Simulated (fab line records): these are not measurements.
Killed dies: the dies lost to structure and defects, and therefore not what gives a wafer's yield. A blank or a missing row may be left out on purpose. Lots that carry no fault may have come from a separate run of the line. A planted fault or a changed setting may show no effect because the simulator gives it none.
A lot that was struck, set against a sound lot ; flow sky130 ; 15 steps out of a route of 708
Sound: the wafers L267.1, L267.2, L267.5. Struck: wafers L275.1, L275.3, L275.6. At the end, the cause is stated.
Per side, at each step with rows, come the tool, then ch with its chambers, and then its first start. Under that, the readings that differ: sound wafers ; struck wafers ; difference of the means ; sigmas: that difference in standard deviations of wafers without a fault.
alike: words and numbers the same on both sides, and readings whose means are apart by under 2 such deviations; not compared: readings that were withheld, readings missing a value for some wafer, numbers with overlapping values and no deviation given by the record, and bounds like >300 which may hide the same value.
A row with sigmas, a row that says differs or no value, or rows on one side alone: a step with any of these is where the two part. When numbers do not overlap yet have no deviation, they are printed without sigmas and do not part them. A reading missing from all wafers of one side parts the sides only when that side holds two or more wafers.

SKY_PWDE_STRIP_09: strips in O2/N2.
  sound on plasmaAsher-01 ch 0,1, day 6 05:43; struck on plasmaAsher-02 ch 0,1, day 8 01:19
  alike: drypumpMotorCurrentA, oesProductAu, stripTimeToEndpointS
  not compared: rfHoursCounterH
SKY_PWDE_TW_MEAS_10:
  struck on filmMetro-04, day 8 01:25; sound on filmMetro-04, day 6 05:49
  alike: PWDE_TW
then, 7 steps without rows for these wafers: SKY_NWELL_DEHYDRATE_03 (time 60 s); SKY_NWELL_HMDS_04 (prime time 60 s); SKY_NWELL_COAT_05 (resist thk 3000 nm); SKY_NWELL_SOFTBAKE_06; SKY_NWELL_EXPOSE_07 (exposes mask NWM, target cd 840 nm); SKY_NWELL_PEB_08; SKY_NWELL_DEVELOP_09 (develop time 60 s).
SKY_NWELL_OVL_MEAS_10:
  struck on overlay-02, day 8 22:03; sound on overlay-02, day 7 00:04
  alike: NWELL_00_OVL
then, 2 steps without rows for these wafers: SKY_NWELL_IMPLANT_11; SKY_NWELL_IMPLANT_12.
SKY_NWELL_IMPLANT_13:
  sound on implanter-04 ch 0, day 7 00:24; struck on implanter-04 ch 0, day 8 22:23
reading;sound;struck;difference;sigmas
doseIonsCm2;7.003e+11 6.997e+11 7.02e+11;6.059e+11 6.055e+11 6.053e+11;-9.510e+10;-99 or more
faradayCurrentUA;4.08 3.96 3.88;3.51 3.37 3.41;-0.54;-8
  alike: beamEnergyKeV
SKY_NWELL_STRIP_14: strips in O2/N2.
  sound on plasmaAsher-01 ch 0,1, day 7 00:33; struck on plasmaAsher-03 ch 0,1, day 8 22:32
  alike: drypumpMotorCurrentA, oesProductAu, stripTimeToEndpointS
  not compared: rfHoursCounterH
-- the record jumps here: 41 days lie between the struck wafers' starts before and after (it left off in module NWELL and takes up again in module PAD_OPEN, whose first step shown is number 708 of the route) --
SKY_PAD_OPEN_PROBE_99:
  struck on prober-01, day 49 19:24; sound on prober-02, day 49 02:07
reading;sound;struck;difference;sigmas
model.etest.pfet_16v.vtV (V);-1.118 -1.126 -1.128;-1.086 -1.083 -1.08;+0.041;
model.etest.pfetG5v0d10v5.vtLongV (V);-0.9471 -0.9509 -0.961;-0.9155 -0.9193 -0.9104;+0.0379;
model.etest.pfet_01v8_lvt.vtSatV (V);-0.4557 -0.4591 -0.4512;-0.4148 -0.3979 -0.4114;+0.0473;
model.etest.pfet_01v8_lvt.vtV (V);-0.5476 -0.5464 -0.5442;-0.5076 -0.5014 -0.5063;+0.0410;
model.etest.pfet_01v8_lvt.vtLongV (V);-0.6628 -0.6644 -0.6625;-0.6282 -0.626 -0.6292;+0.0354;
  alike: killed_at_M0_to_M3, killed_at_M4_up, killedAtContacts, killedAtFrontEnd, killedAtOther, killedDies, killedOpen, killedShort
  not compared: model.etest.pfetG5v0d10v5.vtV, model.etest.pfet_01v8_lvt.bodyRiseV

## WHERE THEY PART
SKY_NWELL_IMPLANT_13 only, going by this record. Later steps at which nothing parts them and some readings are alike: SKY_NWELL_STRIP_14, SKY_PAD_OPEN_PROBE_99.

WHY: whatever the simulator had introduced
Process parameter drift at SKY_NWELL_IMPLANT_13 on implanter-04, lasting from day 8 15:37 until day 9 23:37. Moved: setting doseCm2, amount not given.
